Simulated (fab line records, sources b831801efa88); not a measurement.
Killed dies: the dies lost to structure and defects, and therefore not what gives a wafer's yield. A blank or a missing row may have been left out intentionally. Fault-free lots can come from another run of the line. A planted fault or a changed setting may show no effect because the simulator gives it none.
Which tool was responsible? | flow gf180mcu | 13 lots with 39 wafers sampled at 2 steps, on a route of 602 steps

## WHAT THE GAUGES SHOWED, per wafer
GF_HV_LDD_TW_MEAS_50.
lot  | measured     | on           | HV_LDD_4_TW
L496 | day 13 04:41 | filmMetro-03 | 577 576 575
L497 | day 13 07:58 | filmMetro-04 | 576 572 571
L498 | day 13 12:29 | filmMetro-02 | 572 572 571
L499 | day 13 20:11 | filmMetro-02 | 569 571 570
L500 | day 14 03:05 | filmMetro-02 | 569 569 571
L505 | day 15 15:29 | filmMetro-03 | 617 613 611 611 612 613
L507 | day 16 08:39 | filmMetro-02 | 602 600 604 604 604 604
L511 | day 17 19:01 | filmMetro-03 | 575 576 580
L512 | day 18 03:23 | filmMetro-04 | 568 567 567
L513 | day 18 12:14 | filmMetro-02 | 574 571 574
L514 | day 18 18:16 | filmMetro-04 | 570 570 570
L516 | day 19 11:12 | filmMetro-04 | 569 568 568
L518 | day 19 22:01 | filmMetro-03 | 580 581 580

## WHICH TOOL RAN EACH LOT (tool, then ch and the chambers of the sampled wafers, then the start)
lot  | GF_HV_LDD_IMPLANT_48
L496 | implanter-02 ch 0, day 13 04:27
L497 | implanter-04 ch 0, day 13 07:43
L498 | implanter-02 ch 0, day 13 12:15
L499 | implanter-01 ch 0, day 13 19:56
L500 | implanter-04 ch 0, day 14 02:52
L505 | implanter-04 ch 0, day 15 15:14
L507 | implanter-04 ch 0, day 16 08:24
L511 | implanter-01 ch 0, day 17 18:46
L512 | implanter-01 ch 0, day 18 03:08
L513 | implanter-02 ch 0, day 18 11:59
L514 | implanter-04 ch 0, day 18 18:01
L516 | implanter-04 ch 0, day 19 10:59
L518 | implanter-04 ch 0, day 19 21:47
- GF_HV_LDD_IMPLANT_48

## AS READ BY THE TOOLS THEMSELVES (means over the sampled wafers that have a number; for cases with no such wafer, the mark the record gives instead)
GF_HV_LDD_IMPLANT_48.
lot  | tool         | beamEnergyKeV
L496 | implanter-02 | 25.000
L497 | implanter-04 | 25.011
L498 | implanter-02 | 24.999
L499 | implanter-01 | 24.996
L500 | implanter-04 | 24.997
L505 | implanter-04 | 33.708
L507 | implanter-04 | 33.722
L511 | implanter-01 | 25.004
L512 | implanter-01 | 24.999
L513 | implanter-02 | 25.009
L514 | implanter-04 | 24.995
L516 | implanter-04 | 24.990
L518 | implanter-04 | 24.993

## THE ANSWER, worked out from the rows above alone
Rule: the usual values come from the lots themselves. The widest of any qualifying gaps counts: lots, ordered by their means at a reading, are off when they make up no more than a third of the lots, leave a main group of 4 or more, and stand apart from it by 3 or more times the standard deviation of that group's means. Not used: any main group whose means are identical at the precision the tables above print for the reading. A lot without any number at a reading at which 4 lots or more have one is off too. All remaining lots with rows at the step are treated as sound. After the gauges, taken in route order, come the tools' own readings; for these a lot's mean is taken, as printed above. At the first step where some lot is off, the reading lying furthest off is the one used; lots without a number count as furthest.
Off: at GF_HV_LDD_TW_MEAS_50 (HV_LDD_4_TW), L505, L507. Main group: mean 572, sd 3.8.
If a tool, at a process step before that reading, ran all the lots that are off and no sound lot after the first of them, it fits. The gauges at GF_HV_LDD_TW_MEAS_50 aren't tried: what is off there is off at GF_HV_LDD_IMPLANT_48 too, on other tools, and a gauge's error can't cause that. Not one of the candidates tried fits.

## WHAT THE SIMULATOR PUT IN
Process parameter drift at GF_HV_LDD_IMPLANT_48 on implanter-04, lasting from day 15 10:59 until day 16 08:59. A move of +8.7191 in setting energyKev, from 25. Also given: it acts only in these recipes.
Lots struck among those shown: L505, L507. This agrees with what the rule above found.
